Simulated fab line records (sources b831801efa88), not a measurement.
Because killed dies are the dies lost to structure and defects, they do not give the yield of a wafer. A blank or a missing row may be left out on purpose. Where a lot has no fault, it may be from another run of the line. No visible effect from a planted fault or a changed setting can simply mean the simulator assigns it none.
Which tool was responsible? :: flow gf180mcu :: Sampling: 11 lots, 33 wafers, 5 of 602 route steps

== WHAT EACH GAUGE READ, for each wafer ==
Not one reading of a measure or inspect step in the record can be checked against a usual standard deviation.

== WHICH TOOL RAN EACH LOT (tool, then ch and the chambers of the sampled wafers, then the start) ==
lot: L663
GF_MVSD_COAT_02: litho_track-03 ch 0, day 4 05:45
GF_MVSD_STRIP_10: plasma_asher-01 ch 0,1, day 4 12:40
GF_VT_IMPLANT_RTA_45: rtp_anneal-02 ch 0, day 7 15:08
GF_CONTACT_SPUTTER_23: pvd_sputter-02, day 16 04:40
GF_M1_SPUTTER_04: pvd_sputter-04, day 16 05:28

lot: L664
GF_MVSD_COAT_02: litho_track-02 ch 0, day 4 09:00
GF_MVSD_STRIP_10: plasma_asher-03 ch 0,1, day 4 16:34
GF_VT_IMPLANT_RTA_45: rtp_anneal-01 ch 0, day 7 20:35
GF_CONTACT_SPUTTER_23: pvd_sputter-02, day 16 15:43
GF_M1_SPUTTER_04: pvd_sputter-03, day 16 16:48

lot: L665
GF_MVSD_COAT_02: litho_track-03 ch 0, day 4 20:12
GF_MVSD_STRIP_10: plasma_asher-03 ch 0,1, day 5 03:35
GF_VT_IMPLANT_RTA_45: rtp_anneal-01 ch 0, day 8 07:55
GF_CONTACT_SPUTTER_23: pvd_sputter-04, day 17 01:19
GF_M1_SPUTTER_04: pvd_sputter-03, day 17 02:07

lot: L666
GF_MVSD_COAT_02: litho_track-04 ch 0, day 4 22:39
GF_MVSD_STRIP_10: plasma_asher-01 ch 0,1, day 5 06:05
GF_VT_IMPLANT_RTA_45: rtp_anneal-01 ch 0, day 8 12:59
GF_CONTACT_SPUTTER_23: pvd_sputter-03, day 17 05:19
GF_M1_SPUTTER_04: pvd_sputter-04, day 17 06:07

lot: L667
GF_MVSD_COAT_02: litho_track-03 ch 0, day 5 02:30
GF_MVSD_STRIP_10: plasma_asher-03 ch 0,1, day 5 09:38
GF_VT_IMPLANT_RTA_45: rtp_anneal-01 ch 0, day 8 15:18
GF_CONTACT_SPUTTER_23: pvd_sputter-04, day 17 12:23
GF_M1_SPUTTER_04: pvd_sputter-03, day 17 13:11

lot: L668
GF_MVSD_COAT_02: litho_track-03 ch 0, day 5 07:39
GF_MVSD_STRIP_10: plasma_asher-01 ch 0,1, day 5 15:14
GF_VT_IMPLANT_RTA_45: rtp_anneal-01 ch 0, day 8 22:50
GF_CONTACT_SPUTTER_23: pvd_sputter-04, day 17 21:34
GF_M1_SPUTTER_04: pvd_sputter-01, day 17 22:22

lot: L675
GF_MVSD_COAT_02: litho_track-03 ch 0, day 7 01:51
GF_MVSD_STRIP_10: plasma_asher-01 ch 0,1, day 7 09:52
GF_VT_IMPLANT_RTA_45: rtp_anneal-01 ch 0, day 11 00:28
GF_CONTACT_SPUTTER_23: pvd_sputter-03, day 20 19:05
GF_M1_SPUTTER_04: pvd_sputter-04, day 20 19:53

lot: L676
GF_MVSD_COAT_02: litho_track-03 ch 0, day 7 05:51
GF_MVSD_STRIP_10: plasma_asher-02 ch 0,1, day 7 13:59
GF_VT_IMPLANT_RTA_45: rtp_anneal-01 ch 0, day 11 05:56
GF_CONTACT_SPUTTER_23: pvd_sputter-02, day 21 00:22
GF_M1_SPUTTER_04: pvd_sputter-03, day 21 01:19

lot: L681
GF_MVSD_COAT_02: litho_track-02 ch 0, day 8 09:41
GF_MVSD_STRIP_10: plasma_asher-01 ch 0,1, day 8 18:14
GF_VT_IMPLANT_RTA_45: rtp_anneal-01 ch 0, day 12 13:53
GF_CONTACT_SPUTTER_23: pvd_sputter-02, day 22 15:41
GF_M1_SPUTTER_04: pvd_sputter-03, day 22 16:29

lot: L682
GF_MVSD_COAT_02: litho_track-02 ch 0, day 8 16:36
GF_MVSD_STRIP_10: plasma_asher-03 ch 0,1, day 9 01:25
GF_VT_IMPLANT_RTA_45: rtp_anneal-01 ch 0, day 12 21:56
GF_CONTACT_SPUTTER_23: pvd_sputter-04, day 23 01:50
GF_M1_SPUTTER_04: pvd_sputter-01, day 23 02:49

lot: L684
GF_MVSD_COAT_02: litho_track-04 ch 0, day 9 05:18
GF_MVSD_STRIP_10: plasma_asher-01 ch 0,1, day 9 14:13
GF_VT_IMPLANT_RTA_45: rtp_anneal-02 ch 0, day 13 12:44
GF_CONTACT_SPUTTER_23: pvd_sputter-03, day 23 19:20
GF_M1_SPUTTER_04: pvd_sputter-04, day 23 20:16
- GF_MVSD_COAT_02: resist thk 3028 nm.
- GF_MVSD_STRIP_10: strips in O2/N2.
- GF_VT_IMPLANT_RTA_45: time 30 s.
- GF_CONTACT_SPUTTER_23: material TiN, target thk 10 nm, time 40 s.
- GF_M1_SPUTTER_04: material TiN, target thk 50 nm, time 41.7 s.

== AS READ BY THE TOOLS THEMSELVES (means over the sampled wafers that have a number; for cases with no such wafer, the mark the record gives instead) ==
GF_MVSD_COAT_02. Usual: spin_speed_rpm reads 2000.0 rpm (standard deviation 1.3).
lot: L663
tool: litho_track-03
spin_speed_rpm (rpm): 1998.8
flag: 

lot: L664
tool: litho_track-02
spin_speed_rpm (rpm): 1999.8
flag: 

lot: L665
tool: litho_track-03
spin_speed_rpm (rpm): 2001.4
flag: 

lot: L666
tool: litho_track-04
spin_speed_rpm (rpm): 1999.2
flag: 

lot: L667
tool: litho_track-03
spin_speed_rpm (rpm): 2001.4
flag: 

lot: L668
tool: litho_track-03
spin_speed_rpm (rpm): 1999.5
flag: 

lot: L675
tool: litho_track-03
spin_speed_rpm (rpm): 2161.0
flag: OFF

lot: L676
tool: litho_track-03
spin_speed_rpm (rpm): 2161.7
flag: OFF

lot: L681
tool: litho_track-02
spin_speed_rpm (rpm): 2000.2
flag: 

lot: L682
tool: litho_track-02
spin_speed_rpm (rpm): 2001.5
flag: 

lot: L684
tool: litho_track-04
spin_speed_rpm (rpm): 1998.0
flag: 

GF_MVSD_STRIP_10. Usual: drypump_motor_current_A 5.6 A, standard deviation 0.55; heater_power_w 370 W, standard deviation 34; oes_product_au 0.723 a.u., standard deviation 0.0046; strip_time_to_endpoint_s 37.31 s, standard deviation 0.11.
lot: L663
tool: plasma_asher-01
drypump_motor_current_A (A): 6.2
heater_power_w (W): 370
oes_product_au (a.u.): 0.726
strip_time_to_endpoint_s (s): 37.47
flag: 

lot: L664
tool: plasma_asher-03
drypump_motor_current_A (A): 5.4
heater_power_w (W): 356
oes_product_au (a.u.): 0.720
strip_time_to_endpoint_s (s): 37.31
flag: 

lot: L665
tool: plasma_asher-03
drypump_motor_current_A (A): 5.0
heater_power_w (W): 384
oes_product_au (a.u.): 0.725
strip_time_to_endpoint_s (s): 37.30
flag: 

lot: L666
tool: plasma_asher-01
drypump_motor_current_A (A): 6.0
heater_power_w (W): 359
oes_product_au (a.u.): 0.723
strip_time_to_endpoint_s (s): 37.33
flag: 

lot: L667
tool: plasma_asher-03
drypump_motor_current_A (A): 5.0
heater_power_w (W): 383
oes_product_au (a.u.): 0.723
strip_time_to_endpoint_s (s): 37.41
flag: 

lot: L668
tool: plasma_asher-01
drypump_motor_current_A (A): 6.2
heater_power_w (W): 370
oes_product_au (a.u.): 0.724
strip_time_to_endpoint_s (s): 37.26
flag: 

lot: L675
tool: plasma_asher-01
drypump_motor_current_A (A): 5.9
heater_power_w (W): 357
oes_product_au (a.u.): 0.720
strip_time_to_endpoint_s (s): 35.93
flag: OFF

lot: L676
tool: plasma_asher-02
drypump_motor_current_A (A): 5.4
heater_power_w (W): 374
oes_product_au (a.u.): 0.724
strip_time_to_endpoint_s (s): 35.90
flag: OFF

lot: L681
tool: plasma_asher-01
drypump_motor_current_A (A): 6.0
heater_power_w (W): 363
oes_product_au (a.u.): 0.719
strip_time_to_endpoint_s (s): 37.30
flag: 

lot: L682
tool: plasma_asher-03
drypump_motor_current_A (A): 5.0
heater_power_w (W): 387
oes_product_au (a.u.): 0.723
strip_time_to_endpoint_s (s): 37.35
flag: 

lot: L684
tool: plasma_asher-01
drypump_motor_current_A (A): 6.2
heater_power_w (W): 370
oes_product_au (a.u.): 0.726
strip_time_to_endpoint_s (s): 37.09
flag: 

GF_VT_IMPLANT_RTA_45. Usual: anneal_temp_c_max 1055.2, standard deviation 1.9; lamp_power_pct 36.04 %, standard deviation 0.2; wafer_temp_C_max 1053.4, standard deviation 0.77.
lot: L663
tool: rtp_anneal-02
anneal_temp_c_max: 1054.1
lamp_power_pct (%): 35.75
wafer_temp_C_max: 1053.6
flag: 

lot: L664
tool: rtp_anneal-01
anneal_temp_c_max: 1056.5
lamp_power_pct (%): 36.18
wafer_temp_C_max: 1053.3
flag: 

lot: L665
tool: rtp_anneal-01
anneal_temp_c_max: 1055.8
lamp_power_pct (%): 36.21
wafer_temp_C_max: 1053.4
flag: 

lot: L666
tool: rtp_anneal-01
anneal_temp_c_max: 1056.0
lamp_power_pct (%): 36.19
wafer_temp_C_max: 1054.1
flag: 

lot: L667
tool: rtp_anneal-01
anneal_temp_c_max: 1056.6
lamp_power_pct (%): 36.16
wafer_temp_C_max: 1052.8
flag: 

lot: L668
tool: rtp_anneal-01
anneal_temp_c_max: 1056.8
lamp_power_pct (%): 36.18
wafer_temp_C_max: 1052.2
flag: 

lot: L675
tool: rtp_anneal-01
anneal_temp_c_max: 1056.1
lamp_power_pct (%): 36.17
wafer_temp_C_max: 1053.4
flag: 

lot: L676
tool: rtp_anneal-01
anneal_temp_c_max: 1055.9
lamp_power_pct (%): 36.17
wafer_temp_C_max: 1053.2
flag: 

lot: L681
tool: rtp_anneal-01
anneal_temp_c_max: 1057.1
lamp_power_pct (%): 36.18
wafer_temp_C_max: 1052.6
flag: 

lot: L682
tool: rtp_anneal-01
anneal_temp_c_max: 1058.1
lamp_power_pct (%): 36.19
wafer_temp_C_max: 1053.7
flag: 

lot: L684
tool: rtp_anneal-02
anneal_temp_c_max: 1053.0
lamp_power_pct (%): 35.77
wafer_temp_C_max: 1053.6
flag: 

GF_CONTACT_SPUTTER_23. Usual: throttle_valve_pct reads 30.1 % (standard deviation 0.99).
lot: L663
tool: pvd_sputter-02
throttle_valve_pct (%): 29.6
flag: 

lot: L664
tool: pvd_sputter-02
throttle_valve_pct (%): 30.5
flag: 

lot: L665
tool: pvd_sputter-04
throttle_valve_pct (%): 30.2
flag: 

lot: L666
tool: pvd_sputter-03
throttle_valve_pct (%): 29.4
flag: 

lot: L667
tool: pvd_sputter-04
throttle_valve_pct (%): 29.8
flag: 

lot: L668
tool: pvd_sputter-04
throttle_valve_pct (%): 30.1
flag: 

lot: L675
tool: pvd_sputter-03
throttle_valve_pct (%): 29.8
flag: 

lot: L676
tool: pvd_sputter-02
throttle_valve_pct (%): 30.8
flag: 

lot: L681
tool: pvd_sputter-02
throttle_valve_pct (%): 29.4
flag: 

lot: L682
tool: pvd_sputter-04
throttle_valve_pct (%): 29.9
flag: 

lot: L684
tool: pvd_sputter-03
throttle_valve_pct (%): 29.9
flag: 

GF_M1_SPUTTER_04. Usual: throttle_valve_pct reads 29.8 % (standard deviation 0.53).
lot: L663
tool: pvd_sputter-04
throttle_valve_pct (%): 29.7
flag: 

lot: L664
tool: pvd_sputter-03
throttle_valve_pct (%): 29.6
flag: 

lot: L665
tool: pvd_sputter-03
throttle_valve_pct (%): 29.9
flag: 

lot: L666
tool: pvd_sputter-04
throttle_valve_pct (%): 29.7
flag: 

lot: L667
tool: pvd_sputter-03
throttle_valve_pct (%): 29.8
flag: 

lot: L668
tool: pvd_sputter-01
throttle_valve_pct (%): 30.6
flag: 

lot: L675
tool: pvd_sputter-04
throttle_valve_pct (%): 30.0
flag: 

lot: L676
tool: pvd_sputter-03
throttle_valve_pct (%): 29.8
flag: 

lot: L681
tool: pvd_sputter-03
throttle_valve_pct (%): 30.1
flag: 

lot: L682
tool: pvd_sputter-01
throttle_valve_pct (%): 30.1
flag: 

lot: L684
tool: pvd_sputter-04
throttle_valve_pct (%): 29.5
flag: 

== THE ANSWER, worked out from the rows above alone ==
Rule: a lot counts as off when the mean over its wafers that have a number is more than 3 standard deviations away from the usual mean. A lot without any number at a reading at which 4 lots or more have one is off too. Where the step has rows for the other lots, those lots are counted as sound. First the gauges in route order, then the tools' own readings, where a lot's mean is used as printed above. At the first step where some lot is off, the reading lying furthest off is the one used; lots without a number count as furthest.
Off: L675, L676, at GF_MVSD_COAT_02 (spin_speed_rpm).
A tool fits if, at that step or a process step before it, it ran every lot that is off, and no sound lot after the first of them. One candidate fits, namely litho_track-03 at GF_MVSD_COAT_02. A fault onset in the window from L668 (day 5 07:39, its last sound lot) to L675 (day 7 01:51, its first lot off) fits.
On the lots that are off, the tool's own readings at GF_MVSD_COAT_02 differ by more than 5 times the standard deviation of the sound lots' means, which bears it out; spin_speed_rpm reads 2161.3 rpm there versus 2000.0 rpm on the sound lots.

== WHAT HAD BEEN PUT IN BY THE SIMULATOR ==
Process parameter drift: litho_track-03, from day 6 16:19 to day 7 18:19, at GF_MVSD_COAT_02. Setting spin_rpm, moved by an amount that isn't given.
Shown lots that were struck: L675, L676. The same result came from the rule above.
